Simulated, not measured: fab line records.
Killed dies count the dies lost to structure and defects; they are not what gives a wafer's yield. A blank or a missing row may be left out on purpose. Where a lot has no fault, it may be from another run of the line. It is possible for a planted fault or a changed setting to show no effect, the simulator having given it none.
fab line records ; flow gf180mcu
record lots=14; wafers=42; lastDay=34
route steps=602 shown LVPWELL@62 SALICIDE@280 M1@316
lots that met no fault: taken from a fault-free run of the same line
startH: hours from the record's opening day to when the first of the lot's shown wafers began ; waitH: how many hours have passed since the lot's step before this one ; " unchanged from the row above ; L1.1+2: one row covering several wafers at once ; - no value, or no start was given ; * or withheld: withheld ; < > ~ a bound
route shown NAME@n: a module of which the file shows steps, and the number in the route of the first ; usual: mean and standard deviation over wafers with no fault ; same: alike in all rows ; chamber/n: place in a boat ; sites: each site's reading ; _std_site: how widely they spread, as a standard deviation ; _edge_site: inner sites' mean taken away from outer sites' mean ; radiusMm: for every site, how far away it sits from the centre of the wafer ; mask NAME#n: copy n ; behind: the tool/chamber that last shaped the wafer ; hold: what put the lot on hold/how long, in hours/how the hold closed ; device: whichever transistor did not switch (one of n, p or np) ; end of line: at the end of the route, the tests of the same wafers ; for a step that has no rows: nothing shown but its recipe ; killed: count of dies lost to structure and defects at first sort (not the wafer's yield) ; map: shows each die of a wafer: x if killed, . if not, _ if none is there
set.NAME: setting as actually run; set.NAME@STEP: the setting as run at that earlier step ; model.NAME: the simulator's own value behind a step, which no gauge read
steps of the route over a sample of lots; a table a step, a row a wafer
services: the hour from which a tool's chamber was out of use, counted from the record's first day as startH (under 0 if before that day), plus the number of hours and why
## steps
# step GF_LVPWELL_IMPLANT_08
# recipe species=B; energyKev=170; doseCm2=1.5e+13; tiltDeg=0
# usual beamEnergyKeV=169.99/0.046
lot.wafer;tool;chamber;startH;waitH;beamEnergyKeV
L694.1;implanter-04;0;70.28;0.0;169.99
L694.2;implanter-04;0;70.28;0.0;169.99
L694.5;implanter-04;0;70.28;0.0;170.02
L695.1;implanter-04;0;72.46;0.0;169.93
L695.4;implanter-04;0;72.46;0.0;169.98
L695.6;implanter-04;0;72.46;0.0;169.89
L696.1;implanter-01;0;79.96;0.0;170.01
L696.3;implanter-01;0;79.96;0.0;170.02
L696.6;implanter-01;0;79.96;0.0;169.98
L697.1;implanter-04;0;85.56;0.0;169.98
L697.3;implanter-04;0;85.56;0.0;170.00
L697.5;implanter-04;0;85.56;0.0;169.93
L700.1;implanter-04;0;105.56;0.0;170.05
L700.2;implanter-04;0;105.56;0.0;170.00
L700.3;implanter-04;0;105.56;0.0;170.09
L701.2;implanter-03;0;115.83;0.0;170.06
L701.3;implanter-03;0;115.83;0.0;170.06
L701.4;implanter-03;0;115.83;0.0;169.95
L703.1;implanter-01;0;120.25;0.0;169.99
L703.3;implanter-01;0;120.25;0.0;169.92
L703.4;implanter-01;0;120.25;0.0;169.98
L704.1;implanter-04;0;125.66;0.0;170.03
L704.2;implanter-04;0;125.66;0.0;170.09
L704.3;implanter-04;0;125.66;0.0;170.11
L707.1;implanter-03;0;143.15;0.0;198.87
L707.2;implanter-03;0;143.15;0.0;198.84
L707.3;implanter-03;0;143.15;0.0;198.87
L711.1;implanter-03;0;165.53;0.0;198.89
L711.3;implanter-03;0;165.53;0.0;198.89
L711.4;implanter-03;0;165.53;0.0;198.89
L713.1;implanter-01;0;177.20;0.0;170.03
L713.5;implanter-01;0;177.20;0.0;169.98
L713.6;implanter-01;0;177.20;0.0;169.98
L714.2;implanter-04;0;186.58;0.0;169.99
L714.3;implanter-04;0;186.58;0.0;169.91
L714.5;implanter-04;0;186.58;0.0;169.96
L715.1;implanter-01;0;187.51;0.0;170.02
L715.2;implanter-01;0;187.51;0.0;170.00
L715.6;implanter-01;0;187.51;0.0;170.02
L716.3;implanter-04;0;192.45;0.1;169.97
L716.4;implanter-04;0;192.45;0.1;169.98
L716.5;implanter-04;0;192.45;0.1;169.95
# step GF_VT_IMPLANT_RS_MEAS_48
# recipe thkMeasGauge=four-point-probe
# usual LVPWELL_RS=1197/3.2
lot.wafer;tool;chamber;startH;waitH;LVPWELL_RS[ohm/sq]
L694.1;filmMetro-03;-;158.43;0.1;1198
L694.2;filmMetro-03;-;158.43;0.1;1194
L694.5;filmMetro-03;-;158.43;0.1;1195
L695.1;filmMetro-03;-;163.02;0.1;1196
L695.4;filmMetro-03;-;163.02;0.1;1195
L695.6;filmMetro-03;-;163.02;0.1;1197
L696.1;filmMetro-03;-;172.19;0.1;1198
L696.3;filmMetro-03;-;172.19;0.1;1199
L696.6;filmMetro-03;-;172.19;0.1;1196
L697.1;filmMetro-03;-;179.21;0.1;1191
L697.3;filmMetro-03;-;179.21;0.1;1193
L697.5;filmMetro-03;-;179.21;0.1;1189
L700.1;filmMetro-03;-;202.31;0.1;1193
L700.2;filmMetro-03;-;202.31;0.1;1198
L700.3;filmMetro-03;-;202.31;0.1;1198
L701.2;filmMetro-03;-;214.68;0.1;1194
L701.3;filmMetro-03;-;214.68;0.1;1195
L701.4;filmMetro-03;-;214.68;0.1;1194
L703.1;filmMetro-03;-;220.73;0.1;1192
L703.3;filmMetro-03;-;220.73;0.1;1198
L703.4;filmMetro-03;-;220.73;0.1;1200
L704.1;filmMetro-03;-;227.89;0.1;1199
L704.2;filmMetro-03;-;227.89;0.1;1196
L704.3;filmMetro-03;-;227.89;0.1;1194
L707.1;filmMetro-03;-;247.68;0.1;1158
L707.2;filmMetro-03;-;247.68;0.1;1162
L707.3;filmMetro-03;-;247.68;0.1;1161
L711.1;filmMetro-01;-;275.33;0.1;1168
L711.3;filmMetro-01;-;275.33;0.1;1162
L711.4;filmMetro-01;-;275.33;0.1;1156
L713.1;filmMetro-01;-;289.07;0.1;1194
L713.5;filmMetro-01;-;289.07;0.1;1195
L713.6;filmMetro-01;-;289.07;0.1;1192
L714.2;filmMetro-03;-;298.34;0.1;1199
L714.3;filmMetro-03;-;298.34;0.1;1198
L714.5;filmMetro-03;-;298.34;0.1;1203
L715.1;filmMetro-01;-;299.86;0.1;1197
L715.2;filmMetro-01;-;299.86;0.1;1197
L715.6;filmMetro-01;-;299.86;0.1;1199
L716.3;filmMetro-01;-;306.37;0.1;1197
L716.4;filmMetro-01;-;306.37;0.1;1194
L716.5;filmMetro-01;-;306.37;0.1;1197
# step GF_SALICIDE_SPUTTER_02
# recipe material=Co; targetThkNm=10; powerW=1000; timeS=20; chamberPressurePa=0.4
# usual throttleValvePct=29.9/1.1
lot.wafer;tool;chamber;startH;waitH;throttleValvePct
L694.1;pvdSputter-03;-;343.76;0.0;31.7
L694.2;pvdSputter-03;-;343.76;0.0;27.9
L694.5;pvdSputter-03;-;343.76;0.0;27.8
L695.1;pvdSputter-02;-;350.58;0.0;31.0
L695.4;pvdSputter-02;-;350.58;0.0;29.1
L695.6;pvdSputter-02;-;350.58;0.0;29.2
L696.1;pvdSputter-03;-;359.49;0.0;29.8
L696.3;pvdSputter-03;-;359.49;0.0;29.9
L696.6;pvdSputter-03;-;359.49;0.0;29.8
L697.1;pvdSputter-01;-;367.61;0.0;28.9
L697.3;pvdSputter-01;-;367.61;0.0;31.5
L697.5;pvdSputter-01;-;367.61;0.0;29.1
L700.1;pvdSputter-02;-;399.12;0.0;29.0
L700.2;pvdSputter-02;-;399.12;0.0;30.5
L700.3;pvdSputter-02;-;399.12;0.0;29.2
L701.2;pvdSputter-03;-;411.62;0.0;31.7
L701.3;pvdSputter-03;-;411.62;0.0;29.8
L701.4;pvdSputter-03;-;411.62;0.0;27.9
L703.1;pvdSputter-01;-;423.07;0.0;31.3
L703.3;pvdSputter-01;-;423.07;0.0;30.5
L703.4;pvdSputter-01;-;423.07;0.0;29.0
L704.1;pvdSputter-01;-;431.47;0.0;29.3
L704.2;pvdSputter-01;-;431.47;0.0;29.0
L704.3;pvdSputter-01;-;431.47;0.0;31.3
L707.1;pvdSputter-03;-;458.35;0.0;28.0
L707.2;pvdSputter-03;-;458.35;0.0;29.9
L707.3;pvdSputter-03;-;458.35;0.0;29.9
L711.1;pvdSputter-01;-;491.43;0.0;30.4
L711.3;pvdSputter-01;-;491.43;0.0;29.1
L711.4;pvdSputter-01;-;491.43;0.0;31.4
L713.1;pvdSputter-03;-;505.37;0.0;30.1
L713.5;pvdSputter-03;-;505.37;0.0;29.8
L713.6;pvdSputter-03;-;505.37;0.0;31.8
L714.2;pvdSputter-01;-;520.36;0.0;29.1
L714.3;pvdSputter-01;-;520.36;0.0;29.0
L714.5;pvdSputter-01;-;520.36;0.0;28.9
L715.1;pvdSputter-03;-;520.66;0.0;30.1
L715.2;pvdSputter-03;-;520.66;0.0;27.9
L715.6;pvdSputter-03;-;520.66;0.0;28.1
L716.3;pvdSputter-03;-;530.91;0.0;30.0
L716.4;pvdSputter-03;-;530.91;0.0;31.4
L716.5;pvdSputter-03;-;530.91;0.0;27.7
# step GF_SALICIDE_RS_MEAS_04
# recipe thkMeasGauge=four-point-probe; reads=TiN_of_SALICIDE_SPUTTER_03+Co_of_SALICIDE_SPUTTER_02
# usual SALICIDE_TIN_RS=16.5/0.35
lot.wafer;tool;chamber;startH;waitH;SALICIDE_TIN_RS[ohm/sq]
L694.1;filmMetro-03;-;343.82;0.0;16.3
L694.2;filmMetro-03;-;343.82;0.0;16.7
L694.5;filmMetro-03;-;343.82;0.0;16.8
L695.1;filmMetro-01;-;350.63;0.0;16.5
L695.4;filmMetro-01;-;350.63;0.0;17.0
L695.6;filmMetro-01;-;350.63;0.0;17.3
L696.1;filmMetro-02;-;359.55;0.0;16.9
L696.3;filmMetro-02;-;359.55;0.0;17.3
L696.6;filmMetro-02;-;359.55;0.0;17.2
L697.1;filmMetro-03;-;367.66;0.0;16.6
L697.3;filmMetro-03;-;367.66;0.0;16.7
L697.5;filmMetro-03;-;367.66;0.0;16.3
L700.1;filmMetro-02;-;399.17;0.0;16.6
L700.2;filmMetro-02;-;399.17;0.0;16.2
L700.3;filmMetro-02;-;399.17;0.0;16.5
L701.2;filmMetro-03;-;411.69;0.0;17.1
L701.3;filmMetro-03;-;411.69;0.0;17.0
L701.4;filmMetro-03;-;411.69;0.0;17.0
L703.1;filmMetro-03;-;423.12;0.0;16.8
L703.3;filmMetro-03;-;423.12;0.0;16.1
L703.4;filmMetro-03;-;423.12;0.0;16.0
L704.1;filmMetro-01;-;431.52;0.0;16.3
L704.2;filmMetro-01;-;431.52;0.0;16.8
L704.3;filmMetro-01;-;431.52;0.0;16.8
L707.1;filmMetro-02;-;458.40;0.0;16.7
L707.2;filmMetro-02;-;458.40;0.0;16.6
L707.3;filmMetro-02;-;458.40;0.0;16.6
L711.1;filmMetro-01;-;491.48;0.0;16.5
L711.3;filmMetro-01;-;491.48;0.0;16.4
L711.4;filmMetro-01;-;491.48;0.0;16.4
L713.1;filmMetro-03;-;505.43;0.0;16.5
L713.5;filmMetro-03;-;505.43;0.0;16.4
L713.6;filmMetro-03;-;505.43;0.0;16.4
L714.2;filmMetro-02;-;520.43;0.0;16.3
L714.3;filmMetro-02;-;520.43;0.0;16.4
L714.5;filmMetro-02;-;520.43;0.0;16.2
L715.1;filmMetro-03;-;520.71;0.0;16.7
L715.2;filmMetro-03;-;520.71;0.0;16.8
L715.6;filmMetro-03;-;520.71;0.0;16.8
L716.3;filmMetro-02;-;531.00;0.1;15.9
L716.4;filmMetro-02;-;531.00;0.1;16.2
L716.5;filmMetro-02;-;531.00;0.1;16.1
# step GF_M1_SPUTTER_01
# recipe material=TiN; targetThkNm=30; powerW=6500; timeS=25; chamberPressurePa=0.4
# usual throttleValvePct=30.0/1
lot.wafer;tool;chamber;startH;waitH;throttleValvePct
L694.1;pvdSputter-04;-;367.37;0.1;30.1
L694.2;pvdSputter-04;-;367.37;0.1;29.4
L694.5;pvdSputter-04;-;367.37;0.1;30.6
L695.1;pvdSputter-03;-;373.98;0.1;30.4
L695.4;pvdSputter-03;-;373.98;0.1;29.9
L695.6;pvdSputter-03;-;373.98;0.1;30.0
L696.1;pvdSputter-03;-;384.19;0.1;31.7
L696.3;pvdSputter-03;-;384.19;0.1;29.8
L696.6;pvdSputter-03;-;384.19;0.1;30.0
L697.1;pvdSputter-03;-;393.15;0.1;30.0
L697.3;pvdSputter-03;-;393.15;0.1;30.1
L697.5;pvdSputter-03;-;393.15;0.1;30.0
L700.1;pvdSputter-03;-;425.07;0.1;28.1
L700.2;pvdSputter-03;-;425.07;0.1;29.9
L700.3;pvdSputter-03;-;425.07;0.1;31.4
L701.2;pvdSputter-01;-;438.41;0.1;30.7
L701.3;pvdSputter-01;-;438.41;0.1;29.3
L701.4;pvdSputter-01;-;438.41;0.1;31.5
L703.1;pvdSputter-01;-;449.78;0.1;29.0
L703.3;pvdSputter-01;-;449.78;0.1;30.6
L703.4;pvdSputter-01;-;449.78;0.1;31.8
L704.1;pvdSputter-04;-;458.48;0.1;29.9
L704.2;pvdSputter-04;-;458.48;0.1;30.2
L704.3;pvdSputter-04;-;458.48;0.1;30.6
L707.1;pvdSputter-04;-;485.06;0.1;30.4
L707.2;pvdSputter-04;-;485.06;0.1;30.3
L707.3;pvdSputter-04;-;485.06;0.1;30.3
L711.1;pvdSputter-04;-;517.53;0.1;30.0
L711.3;pvdSputter-04;-;517.53;0.1;30.6
L711.4;pvdSputter-04;-;517.53;0.1;29.0
L713.1;pvdSputter-04;-;531.11;0.1;30.6
L713.5;pvdSputter-04;-;531.11;0.1;30.7
L713.6;pvdSputter-04;-;531.11;0.1;29.7
L714.2;pvdSputter-03;-;546.12;0.1;29.6
L714.3;pvdSputter-03;-;546.12;0.1;31.7
L714.5;pvdSputter-03;-;546.12;0.1;29.9
L715.1;pvdSputter-01;-;546.42;0.1;31.4
L715.2;pvdSputter-01;-;546.42;0.1;29.0
L715.6;pvdSputter-01;-;546.42;0.1;30.7
L716.3;pvdSputter-01;-;556.10;0.1;29.0
L716.4;pvdSputter-01;-;556.10;0.1;30.7
L716.5;pvdSputter-01;-;556.10;0.1;31.5
## services
tool;chamber;startH;hours;kind
pvdSputter-01;-;50.67;3.4;repair
pvdSputter-01;-;77.11;0.9;repair
implanter-01;-;148.13;3.2;repair
implanter-01;-;155.05;0.6;repair
pvdSputter-01;-;180.42;1.0;repair
pvdSputter-03;-;182.99;4.1;repair
implanter-03;-;193.77;0.7;repair
pvdSputter-03;-;206.73;5.2;repair
implanter-01;-;240.32;3.6;repair
implanter-01;-;281.76;5.6;pm
implanter-04;-;294.72;3.9;repair
implanter-04;-;313.41;3.2;repair
pvdSputter-01;-;316.70;1.0;repair
implanter-04;-;322.18;0.6;repair
implanter-04;-;342.05;1.7;repair
pvdSputter-03;-;427.30;15.2;repair
implanter-04;-;447.27;1.1;repair
implanter-01;-;459.21;14.9;pm
implanter-04;-;463.89;4.4;pm
implanter-04;-;515.71;3.4;repair
implanter-01;-;531.43;4.3;pm
pvdSputter-04;-;534.53;3.6;repair
implanter-01;-;543.58;3.4;repair
pvdSputter-04;-;546.02;7.4;repair
## key
firstSign step=GF_LVPWELL_IMPLANT_08; reading=beamEnergyKeV; direction=up; sigmas=99+; usual=169.99; struck=198.88
effect step=GF_VT_IMPLANT_RS_MEAS_48; reading=LVPWELL_RS; direction=down; sigmas=11; usual=1197; struck=1161
metAt GF_LVPWELL_IMPLANT_08
struckLots L707,L711
testerLeftOut L707,L711
notActingAt GF_SALICIDE_SPUTTER_02,GF_SALICIDE_RS_MEAS_04,GF_M1_SPUTTER_01
onsetBetween 115.83 143.15
fault kind=processParameterDrift; tool=implanter-03; chamber=-; onsetH=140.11; steps=GF_LVPWELL_IMPLANT_08; channel=energyKev; offset=28.883; shape=step; endH=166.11; actsIn=theseRecipesOnly; stated=170
# testerLeftOut: of these lots the tester's yield and bins aren't shown, on N5 and GAA mostly nor the transistor test; their killed dies are dies lost to structure and defects alone, not to doping, threshold or leakage, so they don't give the yield
